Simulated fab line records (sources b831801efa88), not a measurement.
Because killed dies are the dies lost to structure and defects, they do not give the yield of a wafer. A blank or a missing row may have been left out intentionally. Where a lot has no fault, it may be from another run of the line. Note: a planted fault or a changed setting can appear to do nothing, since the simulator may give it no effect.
Shared-tool check	flow gf180mcu	12 lots, 36 wafers sampled

THE REASON FOR OPENING IT
At GF_VT_IMPLANT_TW_MEAS_43 the reading VT_IMPLANT_4_TW is flagged on 2 of 12 lots. No-fault wafers: 697, standard deviation 3.4.
Rule: a lot is flagged in two cases, either no wafer of it has a number, or all its wafers with numbers fall more than 4 standard deviations from that mean. All remaining lots are regarded as sound.

lot	measured	on	VT_IMPLANT_4_TW, wafer by wafer	flag
L271	day 8 01:11	filmMetro-04	700 701 701	
L272	day 8 02:56	filmMetro-03	696 694 695	
L274	day 8 12:52	filmMetro-04	702 703 700	
L276	day 9 03:23	filmMetro-04	696 699 696	
L278	day 9 15:52	filmMetro-04	698 694 696	
L279	day 9 23:50	filmMetro-03	561 565 565	FLAGGED
L283	day 11 02:59	filmMetro-04	567 565 568	FLAGGED
L284	day 11 08:05	filmMetro-03	695 693 693	
L290	day 13 01:11	filmMetro-04	695 698 693	
L291	day 13 09:44	filmMetro-02	700 698 701	
L292	day 13 15:11	filmMetro-02	698 699 699	
L293	day 13 21:23	filmMetro-03	695 696 696	
The mean of the flagged lots' numbers is 565, -132 from the usual (-39 standard deviations).

WHICH TOOL EACH LOT WENT THROUGH
4 process steps preceding the reading are held in the record, out of 602 steps in the route. Cell contents, in order: the tool; ch with the chambers the sampled wafers went through; the start.
lot	flag	GF_STI_CMP_25	GF_DNWELL_STRIP_08	GF_VT_IMPLANT_STRIP_09	GF_VT_IMPLANT_IMPLANT_41
L271		cmp-01 ch 0,2,3, day 2 12:23	plasmaAsher-04 ch 0,1, day 3 04:03	plasmaAsher-03 ch 0,1, day 6 03:14	implanter-03 ch 0, day 8 00:58
L272		cmp-01 ch 0,3, day 2 16:35	plasmaAsher-02 ch 0,1, day 3 07:24	plasmaAsher-03 ch 1, day 6 04:11	implanter-03 ch 0, day 8 02:41
L274		cmp-01 ch 0,2,3, day 2 23:57	plasmaAsher-01 ch 0,1, day 3 15:37	plasmaAsher-03 ch 0,1, day 6 14:01	implanter-03 ch 0, day 8 12:39
L276		cmp-01 ch 0,1,3, day 3 09:32	plasmaAsher-02 ch 1, day 4 01:15	plasmaAsher-03 ch 0,1, day 7 02:47	implanter-03 ch 0, day 9 03:08
L278		cmp-01 ch 0,1,3, day 3 20:53	plasmaAsher-04 ch 0,1, day 4 12:17	plasmaAsher-03 ch 0,1, day 7 14:04	implanter-03 ch 0, day 9 15:40
L279	FLAGGED	cmp-02 ch 2,3, day 4 01:53	plasmaAsher-04 ch 0,1, day 4 18:14	plasmaAsher-02 ch 0,1, day 7 21:17	implanter-03 ch 0, day 9 23:35
L283	FLAGGED	cmp-01 ch 1,2,3, day 4 23:44	plasmaAsher-01 ch 0,1, day 5 16:08	plasmaAsher-02 ch 0,1, day 8 22:38	implanter-03 ch 0, day 11 02:45
L284		cmp-01 ch 1,2,3, day 5 03:05	plasmaAsher-01 ch 0,1, day 5 19:18	plasmaAsher-04 ch 0,1, day 9 02:29	implanter-01 ch 0, day 11 07:50
L290		cmp-01 ch 1,2,3, day 6 10:08	plasmaAsher-01 ch 0,1, day 7 03:44	plasmaAsher-03 ch 0,1, day 10 16:23	implanter-01 ch 0, day 13 00:56
L291		cmp-01 ch 0,2,3, day 6 15:17	plasmaAsher-01 ch 0,1, day 7 10:14	plasmaAsher-02 ch 0,1, day 10 23:08	implanter-02 ch 0, day 13 09:30
L292		cmp-01 ch 0,1,3, day 6 20:32	plasmaAsher-02 ch 0,1, day 7 14:20	plasmaAsher-02 ch 0,1, day 11 04:08	implanter-02 ch 0, day 13 14:56
L293		cmp-02 ch 0,1,3, day 7 01:20	plasmaAsher-02 ch 0, day 7 19:35	plasmaAsher-03 ch 0,1, day 11 10:35	implanter-03 ch 0, day 13 21:08
What these steps do:
- GF_STI_CMP_25: polishes, stops on Si3N4, t overpolish 33 s, target thk 524.6 nm.
- GF_DNWELL_STRIP_08: strips in O2/N2.
- GF_VT_IMPLANT_STRIP_09: strips in O2/N2.
- GF_VT_IMPLANT_IMPLANT_41
- GF_VT_IMPLANT_TW_MEAS_43

FLAGGED AGAINST TOTAL, ONE TOOL AT A TIME (gauges that did the reading follow at the end)
step	tool	lots run	flagged	share of the flagged lots	sound lots run after its first flagged lot
GF_STI_CMP_25	cmp-01	10	1	some	4 (L284,L290,L291,L292)
GF_STI_CMP_25	cmp-02	2	1	some	1 (L293)
GF_DNWELL_STRIP_08	plasmaAsher-01	5	1	some	3 (L284,L290,L291)
GF_DNWELL_STRIP_08	plasmaAsher-02	4	0	none	-
GF_DNWELL_STRIP_08	plasmaAsher-04	3	1	some	0
GF_VT_IMPLANT_STRIP_09	plasmaAsher-02	4	2	all	2 (L291,L292)
GF_VT_IMPLANT_STRIP_09	plasmaAsher-03	7	0	none	-
GF_VT_IMPLANT_STRIP_09	plasmaAsher-04	1	0	none	-
GF_VT_IMPLANT_IMPLANT_41	implanter-01	2	0	none	-
GF_VT_IMPLANT_IMPLANT_41	implanter-02	2	0	none	-
GF_VT_IMPLANT_IMPLANT_41	implanter-03	8	2	all	1 (L293)
GF_VT_IMPLANT_TW_MEAS_43	filmMetro-02	2	0	none	-
GF_VT_IMPLANT_TW_MEAS_43	filmMetro-03	4	1	some	2 (L284,L293)
GF_VT_IMPLANT_TW_MEAS_43	filmMetro-04	6	1	some	1 (L290)

WHAT THE TABLE ALLOWS
Table rows that saw every flagged lot: 2, namely plasmaAsher-02 at GF_VT_IMPLANT_STRIP_09 and implanter-03 at GF_VT_IMPLANT_IMPLANT_41.
- plasmaAsher-02 at GF_VT_IMPLANT_STRIP_09 ran 4 lots, 2 of them flagged. Sound lots ran on it after the first flagged one (L291, L292), which a lasting fault on the whole tool wouldn't allow.
- implanter-03 at GF_VT_IMPLANT_IMPLANT_41 ran 8 lots, 2 of them flagged. Sound lots ran on it after the first flagged one (L293), which a lasting fault on the whole tool wouldn't allow. Its own readings (doseIonsCm2, faradayCurrentUA) fall more than 4 standard deviations out on all wafers of the flagged lots.
Not one row of the table ran every flagged lot while running no sound lot after the first.

WHAT THE SIMULATOR HAD PUT IN
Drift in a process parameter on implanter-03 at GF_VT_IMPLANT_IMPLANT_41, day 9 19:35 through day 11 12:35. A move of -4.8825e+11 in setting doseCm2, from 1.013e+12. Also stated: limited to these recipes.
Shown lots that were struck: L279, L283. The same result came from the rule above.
